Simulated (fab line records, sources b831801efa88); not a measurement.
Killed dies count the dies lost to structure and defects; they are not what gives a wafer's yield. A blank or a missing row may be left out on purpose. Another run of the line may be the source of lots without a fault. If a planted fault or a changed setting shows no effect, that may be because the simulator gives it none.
Chamber matching	flow sky130	SKY_VIA1_CMP_02 on cmp-02 has 4 sister chambers
The step polishes SiO2. 14 wafers are shown with their chamber, then 7 later ones without.

## WAFERS WITH THEIR CHAMBER
wafer	chamber	motor_current_A (A)
L277.2	2	14.5
L277.3	1	12.0
L277.5	2	13.7
L282.2	2	13.6
L282.3	3	14.2
L282.5	3	13.2
L283.1	0	11.7
L283.3	3	13.7
L283.5	1	11.7
L284.1	1	11.2
L284.4	3	14.0
L284.6	3	13.1
L287.1	0	11.3
L287.2	1	12.0

SIGNATURES (averages over the wafers above)
reading	chamber 0	chamber 1	chamber 2	chamber 3	scatter within a chamber
motor_current_A	11.500	11.725	13.933	13.640	0.439
Rule: distance of a wafer from a chamber = root of the sum over the readings of ((wafer's reading minus chamber's mean) / reading's scatter) squared. If the next closest chamber is less than 2 further off than the closest, the wafer can't be placed; otherwise it belongs to the closest. The scatter is the square root of a quotient: the sum, over the shown wafers, of each reading's squared deviation from its chamber's mean, divided by wafers minus chambers.

## WAFERS MISSING THEIR CHAMBER
wafer	motor_current_A (A)
L287.3	13.8
L290.1	13.7
L290.5	13.4
L290.6	11.7
L295.1	14.3
L295.5	13.7
L295.6	13.8

## WHICH CHAMBER EACH WENT THROUGH
wafer	from the rows above	in truth
L287.3	can't be placed: 2 or 3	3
L290.1	can't be placed: 3 or 2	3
L290.5	can't be placed: 3 or 2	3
L290.6	can't be placed: 1 or 0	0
L295.1	can't be placed: 2 or 3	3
L295.5	can't be placed: 3 or 2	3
L295.6	can't be placed: 2 or 3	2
Correctly placed: 0 of 7. Can't be placed from these rows: 7 (the true chamber is among the candidates in 7). Number placed wrongly: 0.
